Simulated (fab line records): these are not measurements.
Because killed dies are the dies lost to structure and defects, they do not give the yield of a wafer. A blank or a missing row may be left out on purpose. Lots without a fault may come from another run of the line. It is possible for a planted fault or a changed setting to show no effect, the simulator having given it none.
fab line records	flow gf180mcu	part 1 of 2: steps 1 to 25 of 35
[record] lots = 5	wafers = 15	last_day = 34
route steps=602 shown POLY_GATE@172 HV_LDD@176
lots untouched by any fault: they come from a run of this same line in which no faults occurred
start_h: hours from the record's opening day to when the first of the lot's shown wafers began	wait_h: how many hours have passed since the lot's step before this one	" same as the row above	L1.1+2: several wafers, shown together as one row	- either no value or no given start	* or withheld: withheld	< > ~ a bound
route shown NAME@n: NAME is a module with steps in the file, n the number in the route of the first one	usual: the fault-free wafers' mean and standard deviation	same: alike in all rows	chamber/n: place in a boat	sites: each site's reading	_std_site: the standard deviation of these	_edge_site: inner sites' mean taken away from outer sites' mean	radius_mm: for every site, how far away it sits from the centre of the wafer	mask NAME#n: copy n	behind: the tool/chamber that last shaped the wafer	hold: the reason the lot was held/the length of the hold in hours/how it ended	device: names the non-switching transistor (n, p or np)	end of line: the route-end tests of the same wafers	for a step that has no rows: nothing shown but its recipe	killed: at the first sort, the dies lost to defects and structure; wafer yield is something else	map: a wafer's dies, marking killed ones x, the rest . and places with no die _
set.NAME: setting as actually run; set.NAME@STEP: the setting as run at that earlier step	model.NAME: the simulator's own value behind a step, which no gauge read
lots at selected steps of the route; one table per step, one row per wafer
services: the hour from which a tool's chamber was out of use, counted from the record's first day as start_h (under 0 if before that day), plus the number of hours and why
[[steps]]
[step GF_POLY_GATE_CLEAN_15]
[recipe] chemistry = SC1/SC2	mix = 1:4:20	temp_c = 70	time_s = 150	dry = n2_spin
lot.wafer	tool	chamber	start_h	wait_h
L081.2+4+6	wet_bench-01	1	247.10	0.1
L084.1+2+4	wet_bench-03	1	271.57	0.1
L086.1+3+6	wet_bench-03	0	284.00	0.1
L087.4+5+6	wet_bench-04	3	289.65	0.0
L093.1+4+5	wet_bench-04	0	344.09	0.1
[step GF_POLY_GATE_OXIDATION_16]
[recipe] temp_c = 850	ambient = O2	stabilise_s = 600	purge_s = 300	target_thk_a = 40	ox_time_s = 899
[usual] zone_power_top_pct = 29.4/1.2
lot.wafer	tool	chamber	start_h	wait_h	zone_power_top_pct
L081.2	furnace-02	0	248.23	1.1	30.4
L081.4	"	0	"	"	31.1
L081.6	"	0	"	"	30.7
L084.1	furnace-01	0	272.03	0.4	28.9
L084.2	"	0	"	"	28.7
L084.4	"	0	"	"	28.8
L086.1	furnace-01	0	284.05	0.0	28.3
L086.3	"	0	"	"	28.1
L086.6	"	0	"	"	28.9
L087.4	furnace-01	0	290.79	1.1	28.7
L087.5	"	0	"	"	28.1
L087.6	"	0	"	"	28.5
L093.1	furnace-01	0	344.19	0.0	28.2
L093.4	"	0	"	"	29.3
L093.5	"	0	"	"	28.5
[step GF_POLY_GATE_THK_MEAS_17]
[recipe] reads = SiO2_of_POLY_GATE_OXIDATION_16
[usual] POLY_GATE_OXIDATION_THK = 3.96/0.089
lot.wafer	tool	chamber	start_h	wait_h	POLY_GATE_OXIDATION_THK[nm]
L081.2	film_metro-02	-	249.49	0.0	4.03
L081.4	"	-	"	"	3.95
L081.6	"	-	"	"	3.95
L084.1	film_metro-04	-	273.28	0.0	4.04
L084.2	"	-	"	"	4.01
L084.4	"	-	"	"	3.97
L086.1	film_metro-03	-	285.30	0.0	3.97
L086.3	"	-	"	"	3.83
L086.6	"	-	"	"	3.89
L087.4	film_metro-04	-	292.07	0.0	3.91
L087.5	"	-	"	"	3.97
L087.6	"	-	"	"	4.00
L093.1	film_metro-03	-	345.44	0.0	4.01
L093.4	"	-	"	"	3.97
L093.5	"	-	"	"	4.01
[step GF_POLY_GATE_CD_MEAS_18]
[usual] cd_nm = 279.9/2.3
lot.wafer	tool	chamber	start_h	wait_h	cd_nm
L081.2	cd_sem-02	-	249.57	0.1	276.1
L081.4	"	-	"	"	280.8
L081.6	"	-	"	"	281.0
L084.1	cd_sem-01	-	273.34	0.1	284.3
L084.2	"	-	"	"	280.9
L084.4	"	-	"	"	281.0
L086.1	cd_sem-02	-	285.47	0.2	281.3
L086.3	"	-	"	"	277.5
L086.6	"	-	"	"	281.5
L087.4	cd_sem-02	-	292.19	0.1	280.1
L087.5	"	-	"	"	283.4
L087.6	"	-	"	"	279.3
L093.1	cd_sem-02	-	345.50	0.1	276.9
L093.4	"	-	"	"	281.4
L093.5	"	-	"	"	280.0
[step GF_HV_LDD_DEHYDRATE_00]
[recipe] temp_c = 200	time_s = 60
[usual] exhaust_pa = 44.9/0.87
lot.wafer	tool	chamber	start_h	wait_h	exhaust_pa
L081.2	litho_track-04	0	258.96	9.4	44.5
L081.4	"	0	"	"	44.3
L081.6	"	0	"	"	45.9
L084.1	litho_track-01	0	282.70	9.3	45.2
L084.2	"	0	"	"	44.7
L084.4	"	0	"	"	43.3
L086.1	litho_track-04	0	294.98	9.5	45.0
L086.3	"	0	"	"	45.0
L086.6	"	0	"	"	43.5
L087.4	litho_track-03	0	301.73	9.5	44.1
L087.5	"	0	"	"	44.7
L087.6	"	0	"	"	43.5
L093.1	litho_track-01	0	356.30	10.8	44.5
L093.4	"	0	"	"	45.2
L093.5	"	0	"	"	44.9
[step GF_HV_LDD_HMDS_01]
[recipe] prime_time_s = 60	prime_temp_c = 120
[usual] exhaust_pa = 45.0/0.89
lot.wafer	tool	chamber	start_h	wait_h	exhaust_pa
L081.2	litho_track-04	0	259.11	0.1	47.0
L081.4	"	0	"	"	44.8
L081.6	"	0	"	"	45.9
L084.1	litho_track-01	0	282.85	0.1	44.2
L084.2	"	0	"	"	44.6
L084.4	"	0	"	"	43.8
L086.1	litho_track-04	0	295.13	0.1	44.4
L086.3	"	0	"	"	46.1
L086.6	"	0	"	"	44.9
L087.4	litho_track-03	0	301.88	0.1	45.5
L087.5	"	0	"	"	46.1
L087.6	"	0	"	"	46.0
L093.1	litho_track-01	0	356.45	0.1	44.0
L093.4	"	0	"	"	44.5
L093.5	"	0	"	"	44.0
[step GF_HV_LDD_COAT_02]
[recipe] resist = NOVOLAK	spin_rpm = 3000	resist_thk_nm = 1000
[usual] exhaust_pa = 45.2/0.85
lot.wafer	tool	chamber	start_h	wait_h	exhaust_pa
L081.2	litho_track-04	0	259.26	0.1	44.8
L081.4	"	0	"	"	45.2
L081.6	"	0	"	"	46.5
L084.1	litho_track-01	0	283.00	0.1	43.7
L084.2	"	0	"	"	45.8
L084.4	"	0	"	"	44.8
L086.1	litho_track-04	0	295.28	0.1	45.8
L086.3	"	0	"	"	45.4
L086.6	"	0	"	"	46.1
L087.4	litho_track-03	0	302.03	0.1	47.2
L087.5	"	0	"	"	47.6
L087.6	"	0	"	"	45.7
L093.1	litho_track-01	0	356.60	0.1	44.7
L093.4	"	0	"	"	44.6
L093.5	"	0	"	"	44.2
[step GF_HV_LDD_SOFTBAKE_03]
[recipe] temp_c = 90	time_s = 60	resist = NOVOLAK
[usual] exhaust_pa = 45.1/0.88
lot.wafer	tool	chamber	start_h	wait_h	exhaust_pa
L081.2	litho_track-04	0	259.41	0.1	45.2
L081.4	"	0	"	"	45.7
L081.6	"	0	"	"	44.6
L084.1	litho_track-01	0	283.15	0.1	44.7
L084.2	"	0	"	"	45.0
L084.4	"	0	"	"	45.7
L086.1	litho_track-04	0	295.43	0.1	43.1
L086.3	"	0	"	"	44.4
L086.6	"	0	"	"	43.8
L087.4	litho_track-03	0	302.18	0.1	44.6
L087.5	"	0	"	"	43.5
L087.6	"	0	"	"	44.8
L093.1	litho_track-01	0	356.75	0.1	45.9
L093.4	"	0	"	"	45.9
L093.5	"	0	"	"	45.9
[step GF_HV_LDD_EXPOSE_04]
[recipe] mask_id = Nplus_LV_AREA	target_cd_nm = 400	na = 0.6	source_shape = conventional	sigma_outer = 0.6	dose_mj = 140
[usual] focus_offset_nm = 0.0/0.48
lot.wafer	tool	chamber	start_h	wait_h	mask	focus_offset_nm
L081.2	iline_stepper-02	0	-	-	Nplus_LV_AREA#0	-0.2
L081.4	"	0	"	"	Nplus_LV_AREA#0	0.2
L081.6	"	0	"	"	Nplus_LV_AREA#0	0.3
L084.1	iline_stepper-01	0	-	-	Nplus_LV_AREA#0	-0.3
L084.2	"	0	"	"	Nplus_LV_AREA#0	0.1
L084.4	"	0	"	"	Nplus_LV_AREA#0	0.0
L086.1	iline_stepper-01	0	-	-	Nplus_LV_AREA#0	-0.3
L086.3	"	0	"	"	Nplus_LV_AREA#0	-0.3
L086.6	"	0	"	"	Nplus_LV_AREA#0	-0.2
L087.4	iline_stepper-02	0	-	-	Nplus_LV_AREA#0	0.1
L087.5	"	0	"	"	Nplus_LV_AREA#0	0.4
L087.6	"	0	"	"	Nplus_LV_AREA#0	-0.3
L093.1	iline_stepper-02	0	-	-	Nplus_LV_AREA#0	0.4
L093.4	"	0	"	"	Nplus_LV_AREA#0	-0.5
L093.5	"	0	"	"	Nplus_LV_AREA#0	-0.8
[step GF_HV_LDD_PEB_05]
[recipe] temp_c = withheld	time_s = *	resist = NOVOLAK
[usual] exhaust_pa = 45.1/0.94
lot.wafer	tool	chamber	start_h	wait_h	exhaust_pa
L081.2	litho_track-04	0	-	-	46.0
L081.4	"	0	"	"	46.3
L081.6	"	0	"	"	46.0
L084.1	litho_track-03	0	-	-	47.8
L084.2	"	0	"	"	46.4
L084.4	"	0	"	"	45.5
L086.1	litho_track-04	0	-	-	45.6
L086.3	"	0	"	"	46.3
L086.6	"	0	"	"	45.2
L087.4	litho_track-01	0	-	-	45.6
L087.5	"	0	"	"	44.7
L087.6	"	0	"	"	45.5
L093.1	litho_track-01	0	-	-	47.1
L093.4	"	0	"	"	45.3
L093.5	"	0	"	"	46.6
[step GF_HV_LDD_DEVELOP_06]
[recipe] develop_time_s = 60	dev_temp_c = 23
[usual] exhaust_pa = 44.9/0.86
lot.wafer	tool	chamber	start_h	wait_h	exhaust_pa
L081.2	litho_track-04	0	268.46	0.1	42.8
L081.4	"	0	"	"	43.8
L081.6	"	0	"	"	43.1
L084.1	litho_track-03	0	292.91	0.1	44.6
L084.2	"	0	"	"	44.6
L084.4	"	0	"	"	45.6
L086.1	litho_track-04	0	305.53	0.1	45.2
L086.3	"	0	"	"	45.0
L086.6	"	0	"	"	44.4
L087.4	litho_track-01	0	311.28	0.1	44.0
L087.5	"	0	"	"	44.3
L087.6	"	0	"	"	44.6
L093.1	litho_track-01	0	367.45	0.1	44.8
L093.4	"	0	"	"	46.6
L093.5	"	0	"	"	45.5
[step GF_HV_LDD_CD_MEAS_07]
[recipe] target_cd_nm = 400
[usual] cd_nm = 399.8/2.3
lot.wafer	tool	chamber	start_h	wait_h	cd_nm
L081.2	cd_sem-01	-	268.60	0.1	402.0
L081.4	"	-	"	"	402.6
L081.6	"	-	"	"	403.4
L084.1	cd_sem-02	-	293.06	0.1	404.1
L084.2	"	-	"	"	405.9
L084.4	"	-	"	"	404.4
L086.1	cd_sem-02	-	305.68	0.1	400.0
L086.3	"	-	"	"	397.1
L086.6	"	-	"	"	398.8
L087.4	cd_sem-02	-	311.41	0.1	400.2
L087.5	"	-	"	"	400.2
L087.6	"	-	"	"	401.3
L093.1	cd_sem-01	-	367.60	0.1	399.0
L093.4	"	-	"	"	399.2
L093.5	"	-	"	"	397.2
[step GF_HV_LDD_OVL_MEAS_08]
[usual] HV_LDD_OVL = 0.5/1.2
lot.wafer	tool	chamber	start_h	wait_h	HV_LDD_OVL[nm]
L081.2	overlay-02	-	268.71	0.1	1.7
L081.4	"	-	"	"	-0.3
L081.6	"	-	"	"	0.2
L084.1	overlay-02	-	293.18	0.1	0.2
L084.2	"	-	"	"	-0.5
L084.4	"	-	"	"	-0.3
L086.1	overlay-01	-	305.80	0.1	0.9
L086.3	"	-	"	"	1.1
L086.6	"	-	"	"	2.0
L087.4	overlay-01	-	311.49	0.1	0.7
L087.5	"	-	"	"	1.0
L087.6	"	-	"	"	1.7
L093.1	overlay-02	-	367.72	0.1	1.0
L093.4	"	-	"	"	-0.1
L093.5	"	-	"	"	-0.8
[step GF_HV_LDD_IMPLANT_09]
[recipe] species = As	energy_kev = 40	dose_cm2 = 1e+14	tilt_deg = 7
[usual] beam_energy_keV = 39.997/0.013	end_station_pressure_torr = 5.48e-06/2.8e-07
lot.wafer	tool	chamber	start_h	wait_h	beam_energy_keV	end_station_pressure_torr
L081.2	implanter-03	0	268.76	0.0	39.999	5.73e-06
L081.4	"	0	"	"	39.996	5.8e-06
L081.6	"	0	"	"	39.989	5.37e-06
L084.1	implanter-01	0	293.21	0.0	39.976	5.53e-06
L084.2	"	0	"	"	39.989	5.45e-06
L084.4	"	0	"	"	39.972	5.58e-06
L086.1	implanter-01	0	305.84	0.0	39.993	5.25e-06
L086.3	"	0	"	"	39.979	5.61e-06
L086.6	"	0	"	"	40.004	5.1e-06
L087.4	implanter-03	0	311.59	0.1	39.976	5.11e-06
L087.5	"	0	"	"	39.988	5.34e-06
L087.6	"	0	"	"	39.970	5.96e-06
L093.1	implanter-01	0	367.76	0.0	40.001	5.74e-06
L093.4	"	0	"	"	40.005	5.58e-06
L093.5	"	0	"	"	39.994	5.94e-06
[step GF_HV_LDD_STRIP_10]
[recipe] chemistry = O2/N2	power_w = 1400	pressure_mtorr = 1500	platen_temp_c = 250	o2_flow_sccm = 3000	n2_flow_sccm = 300	overash_fraction = 0.5
[usual] drypump_motor_current_A = 6.1/0.31	heater_power_w = 334/29	oes_product_au = 0.716/0.0044	strip_time_to_endpoint_s = 12.62/0.042
lot.wafer	tool	chamber	start_h	wait_h	drypump_motor_current_A	heater_power_w	oes_product_au	rf_hours_counter_h	strip_time_to_endpoint_s
L081.2	plasma_asher-02	0	268.89	0.1	6.5	298	0.717	65	12.56
L081.4	"	1	"	"	6.3	374	0.719	-	12.57
L081.6	"	0	"	"	6.5	315	0.721	-	12.59
L084.1	plasma_asher-04	0	293.36	0.1	6.7	330	0.722	48	12.65
L084.2	"	1	"	"	6.2	287	0.723	48	12.63
L084.4	"	1	"	"	6.2	281	0.721	-	12.68
L086.1	plasma_asher-03	1	305.99	0.1	5.8	361	0.717	20	12.61
L086.3	"	1	"	"	5.8	371	0.711	-	12.63
L086.6	"	0	"	"	6.0	321	0.718	-	12.59
L087.4	plasma_asher-02	0	311.69	0.1	6.5	310	0.719	-	12.64
L087.5	"	0	"	"	6.4	299	0.713	-	12.64
L087.6	"	1	"	"	6.4	376	0.715	-	12.62
L093.1	plasma_asher-03	1	367.91	0.1	5.8	361	0.716	26	12.62
L093.4	"	0	"	"	5.9	322	0.720	-	12.64
L093.5	"	0	"	"	5.9	313	0.713	-	12.65
[step GF_HV_LDD_TW_MEAS_11]
[usual] HV_LDD_TW = 2409/12
lot.wafer	tool	chamber	start_h	wait_h	HV_LDD_TW
L081.2	film_metro-02	-	269.00	0.1	2415
L081.4	"	-	"	"	2408
L081.6	"	-	"	"	2420
L084.1	film_metro-02	-	293.46	0.1	2389
L084.2	"	-	"	"	2406
L084.4	"	-	"	"	2400
L086.1	film_metro-02	-	306.09	0.1	2396
L086.3	"	-	"	"	2398
L086.6	"	-	"	"	2400
L087.4	film_metro-01	-	311.79	0.1	2412
L087.5	"	-	"	"	2417
L087.6	"	-	"	"	2426
L093.1	film_metro-02	-	368.01	0.1	2418
L093.4	"	-	"	"	2416
L093.5	"	-	"	"	2405
[step GF_HV_LDD_DEHYDRATE_12]
[recipe] temp_c = 200	time_s = 60
[usual] exhaust_pa = 44.9/0.92
lot.wafer	tool	chamber	start_h	wait_h	exhaust_pa
L081.2	litho_track-03	0	278.73	9.7	45.7
L081.4	"	0	"	"	43.8
L081.6	"	0	"	"	44.1
L084.1	litho_track-04	0	302.93	9.5	45.0
L084.2	"	0	"	"	45.6
L084.4	"	0	"	"	46.1
L086.1	litho_track-04	0	315.58	9.5	43.8
L086.3	"	0	"	"	43.7
L086.6	"	0	"	"	44.8
L087.4	litho_track-01	0	321.58	9.8	43.7
L087.5	"	0	"	"	44.2
L087.6	"	0	"	"	43.3
L093.1	litho_track-01	0	378.45	10.4	44.3
L093.4	"	0	"	"	45.0
L093.5	"	0	"	"	45.2
[step GF_HV_LDD_HMDS_13]
[recipe] prime_time_s = 60	prime_temp_c = 120
[usual] exhaust_pa = 44.9/0.85
lot.wafer	tool	chamber	start_h	wait_h	exhaust_pa
L081.2	litho_track-03	0	278.88	0.1	45.0
L081.4	"	0	"	"	44.4
L081.6	"	0	"	"	44.9
L084.1	litho_track-04	0	303.08	0.1	44.1
L084.2	"	0	"	"	43.7
L084.4	"	0	"	"	45.4
L086.1	litho_track-04	0	315.73	0.1	44.8
L086.3	"	0	"	"	44.3
L086.6	"	0	"	"	43.8
L087.4	litho_track-01	0	321.73	0.1	43.5
L087.5	"	0	"	"	43.8
L087.6	"	0	"	"	44.4
L093.1	litho_track-01	0	378.60	0.1	45.3
L093.4	"	0	"	"	43.0
L093.5	"	0	"	"	44.6
[step GF_HV_LDD_COAT_14]
[recipe] resist = NOVOLAK	spin_rpm = 3000	resist_thk_nm = 1000
[usual] exhaust_pa = 45.1/0.92
lot.wafer	tool	chamber	start_h	wait_h	exhaust_pa
L081.2	litho_track-03	0	279.03	0.1	45.1
L081.4	"	0	"	"	45.2
L081.6	"	0	"	"	44.8
L084.1	litho_track-04	0	303.23	0.1	45.5
L084.2	"	0	"	"	45.8
L084.4	"	0	"	"	46.0
L086.1	litho_track-04	0	315.88	0.1	45.3
L086.3	"	0	"	"	44.3
L086.6	"	0	"	"	43.9
L087.4	litho_track-01	0	321.88	0.1	43.7
L087.5	"	0	"	"	44.4
L087.6	"	0	"	"	44.1
L093.1	litho_track-01	0	378.75	0.1	45.0
L093.4	"	0	"	"	46.1
L093.5	"	0	"	"	44.7
[step GF_HV_LDD_SOFTBAKE_15]
[recipe] temp_c = 90	time_s = 60	resist = NOVOLAK
[usual] exhaust_pa = 45.2/0.98
lot.wafer	tool	chamber	start_h	wait_h	exhaust_pa
L081.2	litho_track-03	0	279.18	0.1	44.7
L081.4	"	0	"	"	43.7
L081.6	"	0	"	"	45.5
L084.1	litho_track-04	0	303.38	0.1	45.0
L084.2	"	0	"	"	43.9
L084.4	"	0	"	"	44.1
L086.1	litho_track-04	0	316.03	0.1	45.6
L086.3	"	0	"	"	45.7
L086.6	"	0	"	"	43.9
L087.4	litho_track-01	0	322.03	0.1	45.7
L087.5	"	0	"	"	46.0
L087.6	"	0	"	"	44.2
L093.1	litho_track-01	0	378.90	0.1	43.8
L093.4	"	0	"	"	44.1
L093.5	"	0	"	"	43.1
[step GF_HV_LDD_EXPOSE_16]
[recipe] mask_id = Pplus_LV_AREA	target_cd_nm = 400	na = 0.6	source_shape = conventional	sigma_outer = 0.6	dose_mj = 140
[usual] focus_offset_nm = 0.0/0.47
lot.wafer	tool	chamber	start_h	wait_h	mask	focus_offset_nm
L081.2	iline_stepper-01	0	-	-	Pplus_LV_AREA#0	-0.1
L081.4	"	0	"	"	Pplus_LV_AREA#0	0.1
L081.6	"	0	"	"	Pplus_LV_AREA#0	0.3
L084.1	iline_stepper-01	0	-	-	Pplus_LV_AREA#0	0.7
L084.2	"	0	"	"	Pplus_LV_AREA#0	0.2
L084.4	"	0	"	"	Pplus_LV_AREA#0	0.1
L086.1	iline_stepper-01	0	-	-	Pplus_LV_AREA#0	0.8
L086.3	"	0	"	"	Pplus_LV_AREA#0	-0.4
L086.6	"	0	"	"	Pplus_LV_AREA#0	-0.4
L087.4	iline_stepper-01	0	-	-	Pplus_LV_AREA#0	0.4
L087.5	"	0	"	"	Pplus_LV_AREA#0	-0.3
L087.6	"	0	"	"	Pplus_LV_AREA#0	0.5
L093.1	iline_stepper-01	0	-	-	Pplus_LV_AREA#0	0.1
L093.4	"	0	"	"	Pplus_LV_AREA#0	1.1
L093.5	"	0	"	"	Pplus_LV_AREA#0	-0.1
[step GF_HV_LDD_PEB_17]
[recipe] temp_c = withheld	time_s = *	resist = NOVOLAK
[usual] exhaust_pa = 45.1/0.91
lot.wafer	tool	chamber	start_h	wait_h	exhaust_pa
L081.2	litho_track-03	0	-	-	46.3
L081.4	"	0	"	"	47.3
L081.6	"	0	"	"	46.1
L084.1	litho_track-03	0	-	-	45.6
L084.2	"	0	"	"	44.6
L084.4	"	0	"	"	46.5
L086.1	litho_track-01	0	-	-	45.3
L086.3	"	0	"	"	43.9
L086.6	"	0	"	"	44.9
L087.4	litho_track-03	0	-	-	43.1
L087.5	"	0	"	"	43.5
L087.6	"	0	"	"	44.6
L093.1	litho_track-04	0	-	-	45.4
L093.4	"	0	"	"	44.5
L093.5	"	0	"	"	46.7
[step GF_HV_LDD_DEVELOP_18]
[recipe] develop_time_s = 60	dev_temp_c = 23
[usual] exhaust_pa = 45.0/0.9
lot.wafer	tool	chamber	start_h	wait_h	exhaust_pa
L081.2	litho_track-03	0	288.88	0.1	44.7
L081.4	"	0	"	"	45.3
L081.6	"	0	"	"	44.3
L084.1	litho_track-03	0	313.51	0.1	44.0
L084.2	"	0	"	"	45.5
L084.4	"	0	"	"	45.0
L086.1	litho_track-01	0	326.85	0.1	44.4
L086.3	"	0	"	"	45.5
L086.6	"	0	"	"	45.6
L087.4	litho_track-03	0	332.33	0.1	46.0
L087.5	"	0	"	"	44.0
L087.6	"	0	"	"	43.8
L093.1	litho_track-04	0	390.18	0.1	46.5
L093.4	"	0	"	"	44.9
L093.5	"	0	"	"	45.3
[step GF_HV_LDD_CD_MEAS_19]
[recipe] target_cd_nm = 400
[usual] cd_nm = 399.7/1.9
lot.wafer	tool	chamber	start_h	wait_h	cd_nm
L081.2	cd_sem-01	-	289.03	0.1	400.9
L081.4	"	-	"	"	399.3
L081.6	"	-	"	"	400.4
L084.1	cd_sem-01	-	313.66	0.1	397.2
L084.2	"	-	"	"	397.3
L084.4	"	-	"	"	395.1
L086.1	cd_sem-01	-	327.00	0.1	401.6
L086.3	"	-	"	"	402.0
L086.6	"	-	"	"	400.5
L087.4	cd_sem-02	-	332.47	0.1	400.3
L087.5	"	-	"	"	399.5
L087.6	"	-	"	"	401.2
L093.1	cd_sem-02	-	390.33	0.1	397.7
L093.4	"	-	"	"	397.0
L093.5	"	-	"	"	396.1
[step GF_HV_LDD_OVL_MEAS_20]
[usual] HV_LDD_01_OVL = -1.0/1.6
lot.wafer	tool	chamber	start_h	wait_h	HV_LDD_01_OVL[nm]
L081.2	overlay-02	-	289.13	0.1	-1.3
L081.4	"	-	"	"	-1.7
L081.6	"	-	"	"	-1.2
L084.1	overlay-02	-	313.78	0.1	-2.8
L084.2	"	-	"	"	-1.4
L084.4	"	-	"	"	-3.0
L086.1	overlay-01	-	327.12	0.1	-1.4
L086.3	"	-	"	"	-1.2
L086.6	"	-	"	"	-2.0
L087.4	overlay-01	-	332.54	0.1	-1.6
L087.5	"	-	"	"	-1.7
L087.6	"	-	"	"	-2.6
L093.1	overlay-02	-	390.45	0.1	-0.8
L093.4	"	-	"	"	-1.5
L093.5	"	-	"	"	-2.2
